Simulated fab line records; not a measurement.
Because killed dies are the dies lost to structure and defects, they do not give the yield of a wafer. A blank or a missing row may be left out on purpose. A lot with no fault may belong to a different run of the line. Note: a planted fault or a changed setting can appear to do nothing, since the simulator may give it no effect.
fab line records	flow sfqLine	part 1 of 2: steps 1 to 27 of 39
record: lots: 5	wafers: 15	lastDay: 92
route steps=325 shown I3@139 M4@148 I4@163 JJ@178
lots with no fault: from the same line, run without faults
startH: start of the lot's first displayed wafer, in hours after the record's first day	waitH: hours since the lot's step before	" identical to the entry in the row above	L1.1+2: one row covering several wafers at once	- value missing, or start not given	* or withheld: withheld	< > ~ a bound
route shown NAME@n: NAME is a module with steps in the file, n the number in the route of the first one	usual: mean/standard deviation taken from wafers without a fault	same: alike in all rows	chamber/n: place in a boat	sites: readings site by site	_std_site: their standard deviation	_edge_site: mean of outer sites minus mean of inner sites	radiusMm: how far each site lies from the wafer's centre	mask NAME#n: copy n	behind: the last tool/chamber to shape the wafer	hold: why the lot went on hold/how many hours it stayed there/how the hold came to an end	device: which transistor (n, p or np) failed to switch	end of line: tests of these same wafers at the route's end	for a step that has no rows: nothing shown but its recipe	killed: dies lost to structure and defects at the first sort, not the wafer's yield	map: shows each die of a wafer: x if killed, . if not, _ if none is there
set.NAME: the run value of the setting; set.NAME@STEP: its run value at that earlier step	model.NAME: the simulator's own value behind a step, which no gauge read
lots seen at some steps along the route; tables by step, rows by wafer
services: when a tool's chamber went out of use (startH, in hours from the record's first day, below 0 if earlier), for how many hours, and the reason
== steps ==
step: SFQ_TRILAYER_I3_VIA_LITHO_SOFTBAKE_089
recipe: tempC: withheld	timeS: withheld	resist: KrF
lot.wafer	tool	chamber	startH	waitH
L079.1+5+6	lithoTrack-03	0	1070.99	0.2
L082.1+3+5	lithoTrack-01	0	1148.79	0.2
L085.2+3+5	lithoTrack-03	0	1168.02	0.2
L094.2+3+5	lithoTrack-01	0	1242.39	0.2
L096.3+4+5	lithoTrack-03	0	1245.42	0.2
step: SFQ_TRILAYER_I3_VIA_LITHO_EXPOSE_086
recipe: maskId: I3	na: 0.6	sourceShape: conventional	sigmaOuter: 0.65	targetCdNm: 500	doseMj: 21.3
same: sigmaOuter: 0.65
lot.wafer	tool	chamber	startH	waitH	mask
L079.1+5+6	krfScanner-01	0	1190.57	-	I3#0
L082.1+3+5	krfScanner-01	0	1237.37	-	I3#0
L085.2+3+5	krfScanner-02	0	1272.50	-	I3#0
L094.2+3+5	krfScanner-02	0	1347.50	-	I3#0
L096.3+4+5	krfScanner-02	0	1350.10	-	I3#0
step: SFQ_TRILAYER_I3_VIA_LITHO_PEB_088
recipe: pebTempC: 115	pebTimeS: 60	resist: KrF
usual: plateTempC: 115.00/0.13
lot.wafer	tool	chamber	startH	waitH	plateTempC
L079.1	lithoTrack-01	0	1191.77	1.0	115.16
L079.5	"	0	"	"	115.10
L079.6	"	0	"	"	115.22
L082.1	lithoTrack-04	0	1238.57	1.0	114.99
L082.3	"	0	"	"	115.06
L082.5	"	0	"	"	114.97
L085.2	lithoTrack-04	0	1273.52	0.8	114.99
L085.3	"	0	"	"	115.11
L085.5	"	0	"	"	114.92
L094.2	lithoTrack-03	0	1348.52	0.8	115.10
L094.3	"	0	"	"	114.99
L094.5	"	0	"	"	115.09
L096.3	lithoTrack-04	0	1350.95	0.7	115.04
L096.4	"	0	"	"	115.04
L096.5	"	0	"	"	114.93
step: SFQ_TRILAYER_I3_VIA_LITHO_DEVELOP_087
recipe: timeS: 60	resist: KrF
lot.wafer	tool	chamber	startH	waitH
L079.1+5+6	lithoTrack-01	0	1191.92	0.1
L082.1+3+5	lithoTrack-04	0	1238.72	0.1
L085.2+3+5	lithoTrack-04	0	1273.67	0.1
L094.2+3+5	lithoTrack-03	0	1348.67	0.1
L096.3+4+5	lithoTrack-04	0	1351.10	0.1
step: SFQ_I3_OVL_MEAS_923
usual: I3_OVL: 0/5.8
lot.wafer	tool	chamber	startH	waitH	I3_OVL[nm]
L079.1	overlay-02	-	1192.07	0.1	6
L079.5	"	-	"	"	8
L079.6	"	-	"	"	2
L082.1	overlay-01	-	1238.87	0.1	1
L082.3	"	-	"	"	-3
L082.5	"	-	"	"	3
L085.2	overlay-02	-	1273.80	0.1	0
L085.3	"	-	"	"	-10
L085.5	"	-	"	"	-4
L094.2	overlay-02	-	1348.80	0.1	3
L094.3	"	-	"	"	-1
L094.5	"	-	"	"	-5
L096.3	overlay-02	-	1351.21	0.1	0
L096.4	"	-	"	"	0
L096.5	"	-	"	"	3
step: SFQ_TRILAYER_I3_VIA_BARC_OPEN_VIA_ETCH_121
recipe: maskMaterial: PR	chemistry: O2	targetDepthNm: 125	target: BARC	sourceW: 500	biasW: 80	pressureMtorr: 30	timeS: 41.7
usual: drypumpMotorCurrentA: 5.7/0.42	oesProductAu: 0.685/0.0046
lot.wafer	tool	chamber	startH	waitH	drypumpMotorCurrentA	oesProductAu	rfHoursCounterH
L079.1	rieDiel-03	2	1192.11	0.0	6.0	0.686	16
L079.5	"	0	"	"	6.2	0.693	-
L079.6	"	1	"	"	5.9	0.680	-
L082.1	rieDiel-02	2	1238.91	0.0	6.0	0.684	12
L082.3	"	0	"	"	5.6	0.687	10
L082.5	"	3	"	"	5.2	0.687	-
L085.2	rieDiel-04	0	1273.83	0.0	5.8	0.687	12
L085.3	"	1	"	"	6.1	0.686	10
L085.5	"	3	"	"	6.1	0.690	-
L094.2	rieDiel-02	1	1348.83	0.0	4.8	0.687	7
L094.3	"	0	"	"	5.6	0.688	11
L094.5	"	2	"	"	6.0	0.691	-
L096.3	rieDiel-04	1	1351.23	0.0	6.0	0.682	11
L096.4	"	1	"	"	6.1	0.688	-
L096.5	"	0	"	"	5.8	0.683	-
step: SFQ_TRILAYER_I3_VIA_ETCH_VIA_ETCH_088
recipe: target: SiO2	stopOn: Nb	maskMaterial: PR	taperDeg: 20	chemistry: CHF3	targetDepthNm: 260	sourceW: 500	biasW: 80	pressureMtorr: 30	timeS: withheld
usual: drypumpMotorCurrentA: 5.7/0.41	oesProductAu: 0.854/0.0049
lot.wafer	tool	chamber	startH	waitH	drypumpMotorCurrentA	oesProductAu
L079.1	rieDiel-03	2	1192.15	0.0	6.0	0.854
L079.5	"	0	"	"	6.2	0.854
L079.6	"	1	"	"	5.9	0.857
L082.1	rieDiel-02	2	1238.95	0.0	6.0	0.850
L082.3	"	0	"	"	5.7	0.850
L082.5	"	3	"	"	5.2	0.867
L085.2	rieDiel-04	0	1273.87	0.0	5.8	0.855
L085.3	"	1	"	"	6.0	0.854
L085.5	"	3	"	"	6.1	0.858
L094.2	rieDiel-02	1	1348.87	0.0	4.9	0.855
L094.3	"	0	"	"	5.6	0.858
L094.5	"	2	"	"	6.0	0.844
L096.3	rieDiel-04	1	1351.27	0.0	6.0	0.861
L096.4	"	1	"	"	6.0	0.851
L096.5	"	0	"	"	5.8	0.856
step: SFQ_TRILAYER_I3_VIA_STRIP_STRIP_089
recipe: gas: O2	powerW: 200	platenTempC: 40	overashFraction: 0.65	chemistry: O2	pressureMtorr: 50
usual: drypumpMotorCurrentA: 5.74/0.19	oesProductAu: 1.001/0.0062
same: overashFraction: 0.65
lot.wafer	tool	chamber	startH	waitH	drypumpMotorCurrentA	oesProductAu	rfHoursCounterH
L079.1	rieMetal-02	1	1192.26	-	5.78	0.993	51
L079.5	"	0	"	"	6.01	1.002	-
L079.6	"	1	"	"	5.77	1.001	-
L082.1	rieMetal-03	0	1239.06	-	5.55	0.992	87
L082.3	"	1	"	"	5.31	1.015	-
L082.5	"	1	"	"	5.34	1.008	-
L085.2	rieMetal-03	1	1273.99	-	5.32	0.999	110
L085.3	"	1	"	"	5.30	0.993	-
L085.5	"	1	"	"	5.32	1.013	-
L094.2	rieMetal-01	0	1348.99	-	5.81	0.996	76
L094.3	"	1	"	"	5.71	0.994	-
L094.5	"	0	"	"	5.82	0.999	-
L096.3	rieMetal-03	1	1351.59	-	5.32	1.005	-
L096.4	"	0	"	"	5.59	1.000	-
L096.5	"	0	"	"	5.61	0.991	-
step: SFQ_TRILAYER_I3_VIA_STRIP_SOLV_CLEAN_090
recipe: chemistry: NMP	tempC: 70	timeS: 600
usual: tempC: 70.00/0.12
lot.wafer	tool	chamber	startH	waitH	tempC
L079.1	wetBench-03	0	1192.86	0.4	69.99
L079.5	"	6	"	"	69.93
L079.6	"	1	"	"	69.86
L082.1	wetBench-01	4	1239.66	0.4	70.14
L082.3	"	1	"	"	69.66
L082.5	"	0	"	"	69.93
L085.2	wetBench-03	5	1274.59	0.4	70.12
L085.3	"	3	"	"	69.83
L085.5	"	0	"	"	70.00
L094.2	wetBench-03	3	1349.59	0.4	69.94
L094.3	"	2	"	"	69.95
L094.5	"	4	"	"	70.16
L096.3	wetBench-02	2	1351.99	0.2	69.99
L096.4	"	7	"	"	70.10
L096.5	"	3	"	"	70.31
step: SFQ_TRILAYER_M4_DEP_PRE_CLEAN_092
recipe: gas: Ar	timeS: 22.5	biasV: 250
lot.wafer	tool	chamber	startH	waitH
L079.1+5+6	pvdSputter-03	-	1193.04	0.0
L082.1+3+5	pvdSputter-06	-	1239.84	0.0
L085.2+3+5	pvdSputter-06	-	1274.76	0.0
L094.2+3+5	pvdSputter-03	-	1349.76	0.0
L096.3+4+5	pvdSputter-05	-	1352.16	0.0
step: SFQ_TRILAYER_M4_DEP_SPUTTER_091
recipe: material: Nb	basePressurePa: 1.33e-06	chamberPressurePa: 0.1333	substrateTempC: 20	resputterCathodeVoltageV: 400	targetThkNm: 200	powerW: 2000	timeS: 133.3
usual: throttleValvePct: 30.2/0.94
lot.wafer	tool	chamber	startH	waitH	throttleValvePct
L079.1	pvdSputter-03	-	1193.07	0.0	31.0
L079.5	"	-	"	"	29.6
L079.6	"	-	"	"	30.9
L082.1	pvdSputter-06	-	1239.87	0.0	30.2
L082.3	"	-	"	"	31.2
L082.5	"	-	"	"	28.9
L085.2	pvdSputter-06	-	1274.79	0.0	31.1
L085.3	"	-	"	"	29.0
L085.5	"	-	"	"	31.1
L094.2	pvdSputter-03	-	1349.79	0.0	29.3
L094.3	"	-	"	"	31.1
L094.5	"	-	"	"	31.7
L096.3	pvdSputter-05	-	1352.19	0.0	31.0
L096.4	"	-	"	"	29.0
L096.5	"	-	"	"	30.3
step: SFQ_M4_RS_MEAS_924
recipe: thkMeasGauge: four-point-probe	reads: Nb_of_TRILAYER_M4_DEP_SPUTTER_091
usual: M4_NB_RS: 0.891/0.0087
lot.wafer	tool	chamber	startH	waitH	M4_NB_RS[ohm/sq]
L079.1	filmMetro-01	-	1193.16	0.0	0.889
L079.5	"	-	"	"	0.889
L079.6	"	-	"	"	0.891
L082.1	filmMetro-02	-	1239.96	0.0	0.886
L082.3	"	-	"	"	0.900
L082.5	"	-	"	"	0.891
L085.2	filmMetro-02	-	1274.90	0.1	0.882
L085.3	"	-	"	"	0.886
L085.5	"	-	"	"	0.885
L094.2	filmMetro-02	-	1349.90	0.1	0.896
L094.3	"	-	"	"	0.896
L094.5	"	-	"	"	0.897
L096.3	filmMetro-02	-	1352.32	0.1	0.888
L096.4	"	-	"	"	0.880
L096.5	"	-	"	"	0.885
step: SFQ_TRILAYER_M4_LITHO_COAT_098
recipe: resist: BARC	spinRpm: 3000	resistThkNm: 62
lot.wafer	tool	chamber	startH	waitH
L079.1+5+6	lithoTrack-03	0	1193.34	0.1
L082.1+3+5	lithoTrack-03	0	1240.14	0.1
L085.2+3+5	lithoTrack-02	0	1275.11	0.1
L094.2+3+5	lithoTrack-03	0	1350.11	0.1
L096.3+4+5	lithoTrack-01	0	1352.56	0.1
step: SFQ_TRILAYER_M4_LITHO_COAT_093
recipe: resist: KrF	spinRpm: 3000	resistThkNm: 600
lot.wafer	tool	chamber	startH	waitH
L079.1+5+6	lithoTrack-03	0	1193.64	0.2
L082.1+3+5	lithoTrack-03	0	1240.44	0.2
L085.2+3+5	lithoTrack-02	0	1275.41	0.2
L094.2+3+5	lithoTrack-03	0	1350.41	0.2
L096.3+4+5	lithoTrack-01	0	1352.86	0.2
step: SFQ_TRILAYER_M4_LITHO_SOFTBAKE_097
recipe: tempC: withheld	timeS: withheld	resist: KrF
lot.wafer	tool	chamber	startH	waitH
L079.1+5+6	lithoTrack-03	0	1193.94	0.2
L082.1+3+5	lithoTrack-03	0	1240.74	0.2
L085.2+3+5	lithoTrack-02	0	1275.69	0.2
L094.2+3+5	lithoTrack-03	0	1350.69	0.2
L096.3+4+5	lithoTrack-01	0	1353.11	0.2
step: SFQ_TRILAYER_M4_LITHO_EXPOSE_094
recipe: maskId: M4	na: 0.6	sourceShape: conventional	sigmaOuter: 0.65	targetCdNm: 500	doseMj: 14.4
same: sigmaOuter: 0.65
lot.wafer	tool	chamber	startH	waitH	mask
L079.1+5+6	krfScanner-01	0	1306.54	-	M4#0
L082.1+3+5	krfScanner-02	0	1346.10	-	M4#0
L085.2+3+5	krfScanner-02	0	1377.50	-	M4#0
L094.2+3+5	krfScanner-02	0	1466.36	-	M4#0
L096.3+4+5	krfScanner-02	0	1470.16	-	M4#0
step: SFQ_TRILAYER_M4_LITHO_PEB_096
recipe: pebTempC: 115	pebTimeS: 60	resist: KrF
usual: plateTempC: 114.99/0.15
lot.wafer	tool	chamber	startH	waitH	plateTempC
L079.1	lithoTrack-01	0	1307.74	1.0	115.09
L079.5	"	0	"	"	114.95
L079.6	"	0	"	"	114.92
L082.1	lithoTrack-01	0	1347.30	1.0	114.72
L082.3	"	0	"	"	114.93
L082.5	"	0	"	"	114.82
L085.2	lithoTrack-03	0	1378.52	0.8	115.04
L085.3	"	0	"	"	114.99
L085.5	"	0	"	"	114.98
L094.2	lithoTrack-01	0	1467.38	0.8	115.02
L094.3	"	0	"	"	115.05
L094.5	"	0	"	"	114.57
L096.3	lithoTrack-02	0	1471.01	0.7	115.13
L096.4	"	0	"	"	115.13
L096.5	"	0	"	"	115.02
step: SFQ_TRILAYER_M4_LITHO_DEVELOP_095
recipe: timeS: 60	resist: KrF
lot.wafer	tool	chamber	startH	waitH
L079.1+5+6	lithoTrack-01	0	1307.89	0.1
L082.1+3+5	lithoTrack-01	0	1347.45	0.1
L085.2+3+5	lithoTrack-03	0	1378.67	0.1
L094.2+3+5	lithoTrack-01	0	1467.53	0.1
L096.3+4+5	lithoTrack-02	0	1471.16	0.1
step: SFQ_M4_OVL_MEAS_926
usual: M4_OVL: -1/5
lot.wafer	tool	chamber	startH	waitH	M4_OVL[nm]
L079.1	overlay-02	-	1308.04	0.1	-5
L079.5	"	-	"	"	-5
L079.6	"	-	"	"	-3
L082.1	overlay-01	-	1347.60	0.1	2
L082.3	"	-	"	"	6
L082.5	"	-	"	"	8
L085.2	overlay-01	-	1378.80	0.1	6
L085.3	"	-	"	"	9
L085.5	"	-	"	"	10
L094.2	overlay-02	-	1467.67	0.1	-9
L094.3	"	-	"	"	2
L094.5	"	-	"	"	-3
L096.3	overlay-02	-	1471.27	0.1	-3
L096.4	"	-	"	"	2
L096.5	"	-	"	"	-1
step: SFQ_TRILAYER_M4_BARC_OPEN_METAL_ETCH_123
recipe: maskMaterial: PR	chemistry: O2	targetDepthNm: 125	target: BARC	icpW: 600	biasW: 80	pressureMtorr: 10	timeS: 41.7
usual: drypumpMotorCurrentA: 5.44/0.23	oesProductAu: 0.685/0.0047
lot.wafer	tool	chamber	startH	waitH	drypumpMotorCurrentA	oesProductAu	rfHoursCounterH
L079.1	rieMetal-03	1	1308.08	0.0	5.34	0.684	115
L079.5	"	1	"	"	5.34	0.682	-
L079.6	"	0	"	"	5.60	0.685	-
L082.1	rieMetal-03	0	1347.63	0.0	5.55	0.678	101
L082.3	"	1	"	"	5.31	0.676	-
L082.5	"	0	"	"	5.57	0.681	-
L085.2	rieMetal-04	0	1378.83	0.0	5.19	0.683	14
L085.3	"	1	"	"	5.32	0.691	-
L085.5	"	1	"	"	5.33	0.689	-
L094.2	rieMetal-04	1	1467.70	0.0	5.33	0.672	9
L094.3	"	1	"	"	5.32	0.683	-
L094.5	"	0	"	"	5.16	0.685	-
L096.3	rieMetal-03	1	1471.32	0.0	5.32	0.689	-
L096.4	"	0	"	"	5.57	0.687	-
L096.5	"	0	"	"	5.61	0.689	-
step: SFQ_TRILAYER_M4_ETCH_METAL_ETCH_096
recipe: target: Nb	stopOn: SiO2	maskMaterial: PR	chemistry: Cl2/Ar	targetDepthNm: 240	icpW: 600	biasW: 80	pressureMtorr: 10	timeS: 120
usual: drypumpMotorCurrentA: 5.44/0.23	oesProductAu: 0.893/0.0064
lot.wafer	tool	chamber	startH	waitH	drypumpMotorCurrentA	oesProductAu	rfHoursCounterH
L079.1	rieMetal-03	1	1308.14	0.0	5.31	0.889	115
L079.5	"	1	"	"	5.32	0.895	-
L079.6	"	0	"	"	5.58	0.898	-
L082.1	rieMetal-03	0	1347.69	0.0	5.57	0.903	101
L082.3	"	1	"	"	5.29	0.892	-
L082.5	"	0	"	"	5.56	0.888	-
L085.2	rieMetal-04	0	1378.89	0.0	5.17	0.892	14
L085.3	"	1	"	"	5.35	0.900	-
L085.5	"	1	"	"	5.34	0.899	-
L094.2	rieMetal-04	1	1467.76	0.0	5.34	0.883	9
L094.3	"	1	"	"	5.32	0.881	-
L094.5	"	0	"	"	5.17	0.887	-
L096.3	rieMetal-03	1	1471.40	0.1	5.29	0.888	-
L096.4	"	0	"	"	5.57	0.897	-
L096.5	"	0	"	"	5.55	0.899	-
step: SFQ_TRILAYER_M4_STRIP_STRIP_097
recipe: gas: O2	powerW: 200	platenTempC: 40	overashFraction: 0.65	chemistry: O2	pressureMtorr: 50
usual: drypumpMotorCurrentA: 5.44/0.23	oesProductAu: 1.000/0.0065
same: overashFraction: 0.65
lot.wafer	tool	chamber	startH	waitH	drypumpMotorCurrentA	oesProductAu	rfHoursCounterH
L079.1	rieMetal-03	1	1308.26	0.1	5.30	1.000	115
L079.5	"	1	"	"	5.31	1.009	-
L079.6	"	0	"	"	5.59	0.997	-
L082.1	rieMetal-03	0	1347.82	0.1	5.62	0.998	101
L082.3	"	1	"	"	5.33	1.001	-
L082.5	"	0	"	"	5.58	0.990	-
L085.2	rieMetal-04	0	1379.02	0.1	5.17	0.996	14
L085.3	"	1	"	"	5.37	1.005	-
L085.5	"	1	"	"	5.35	0.998	-
L094.2	rieMetal-04	1	1467.88	0.1	5.34	1.000	9
L094.3	"	1	"	"	5.35	0.996	-
L094.5	"	0	"	"	5.17	0.997	-
L096.3	rieMetal-03	1	1471.68	0.2	5.34	1.001	-
L096.4	"	0	"	"	5.62	0.996	-
L096.5	"	0	"	"	5.58	1.000	-
step: SFQ_TRILAYER_M4_STRIP_SOLV_CLEAN_098
recipe: chemistry: NMP	tempC: 70	timeS: 600
usual: tempC: 70.00/0.11
lot.wafer	tool	chamber	startH	waitH	tempC
L079.1	wetBench-01	4	1308.86	0.4	70.07
L079.5	"	1	"	"	70.08
L079.6	"	7	"	"	70.09
L082.1	wetBench-02	5	1348.42	0.4	69.88
L082.3	"	7	"	"	69.99
L082.5	"	6	"	"	70.13
L085.2	wetBench-04	4	1379.62	0.4	70.07
L085.3	"	3	"	"	69.93
L085.5	"	0	"	"	69.94
L094.2	wetBench-04	3	1468.48	0.4	70.08
L094.3	"	4	"	"	69.97
L094.5	"	5	"	"	70.10
L096.3	wetBench-02	5	1472.08	0.2	69.96
L096.4	"	4	"	"	70.22
L096.5	"	3	"	"	70.13
step: SFQ_TRILAYER_I4_DEP_PECVD_099
recipe: material: SiO2	tempC: 150	timeS: 111.11	pressureTorr: 2.4	rfW: 183.3	precursor: SiH4/N2O	targetThkNm: 500
usual: heaterPowerW: 88/24	throttleValvePct: 24.7/1.1
lot.wafer	tool	chamber	startH	waitH	heaterPowerW	throttleValvePct
L079.1	pecvd-01	0	1309.04	0.0	49	25.4
L079.5	"	0	"	"	51	25.2
L079.6	"	1	"	"	130	25.6
L082.1	pecvd-03	2	1348.59	0.0	102	25.4
L082.3	"	1	"	"	83	23.4
L082.5	"	0	"	"	65	23.3
L085.2	pecvd-03	2	1379.79	0.0	96	25.8
L085.3	"	1	"	"	90	23.1
L085.5	"	0	"	"	59	23.2
L094.2	pecvd-04	2	1468.66	0.0	108	25.1
L094.3	"	0	"	"	87	25.4
L094.5	"	2	"	"	109	25.1
L096.3	pecvd-03	1	1472.43	0.0	81	23.4
L096.4	"	1	"	"	87	23.4
L096.5	"	0	"	"	68	23.3
step: SFQ_TRILAYER_I4_CMP_CMP_100
recipe: material: SiO2	downForcePsi: 3	platenRpm: 60	padVelocityMS: 0.94248
usual: motorCurrentA: 10.6/0.77	timeToEndpointS: 214/6.4
lot.wafer	tool	chamber	startH	waitH	motorCurrentA	timeToEndpointS
L079.1	cmp-01	1	1341.95	32.9	9.2	202
L079.5	"	3	1342.95	33.8	10.2	212
L079.6	"	0	"	"	11.5	210
L082.1	cmp-01	2	1353.45	4.8	11.1	211
L082.3	"	0	1354.45	5.8	11.1	217
L082.5	"	2	1355.45	6.8	10.4	214
L085.2	cmp-01	3	1379.87	0.0	10.0	206
L085.3	"	2	1381.37	1.5	11.0	208
L085.5	"	0	1382.37	2.5	10.8	217
L094.2	cmp-01	2	1474.62	5.9	11.1	209
L094.3	"	3	"	"	10.8	196
L094.5	"	1	1476.12	7.4	9.1	205
L096.4	cmp-01	2	1477.12	4.6	11.4	214
L096.3	"	3	"	"	9.8	215
L096.5	"	1	1478.62	6.1	9.0	213
step: SFQ_I4_BOW_MEAS_927
recipe: mode: bow
usual: I4_BOW: 1/9.5
lot.wafer	tool	chamber	startH	waitH	I4_BOW[um]
L079.1	filmMetro-04	-	1343.95	1.5	-15
L079.5	"	-	"	"	-10
L079.6	"	-	"	"	-12
L082.1	filmMetro-01	-	1355.95	2.0	2
L082.3	"	-	"	"	7
L082.5	"	-	"	"	-11
L085.2	filmMetro-03	-	1382.89	2.5	17
L085.3	"	-	"	"	3
L085.5	"	-	"	"	4
L094.2	filmMetro-04	-	1476.64	1.5	-5
L094.3	"	-	"	"	-4
L094.5	"	-	"	"	7
L096.3	filmMetro-01	-	1479.66	1.5	7
L096.4	"	-	"	"	2
L096.5	"	-	"	"	5
step: SFQ_TRILAYER_I4_METRO_MEASURE_101
usual: thkNm: 200.1/0.88
lot.wafer	tool	chamber	startH	waitH	thkNm
L079.1	filmMetro-04	-	1344.07	0.1	200.6
L079.5	"	-	"	"	200.4
L079.6	"	-	"	"	200.8
L082.1	filmMetro-01	-	1356.07	0.1	200.7
L082.3	"	-	"	"	200.5
L082.5	"	-	"	"	201.1
L085.2	filmMetro-03	-	1383.19	0.3	199.0
L085.3	"	-	"	"	198.8
L085.5	"	-	"	"	199.4
L094.2	filmMetro-04	-	1476.94	0.3	200.3
L094.3	"	-	"	"	200.5
L094.5	"	-	"	"	200.2
L096.3	filmMetro-01	-	1480.14	0.5	201.0
L096.4	"	-	"	"	200.9
L096.5	"	-	"	"	201.0
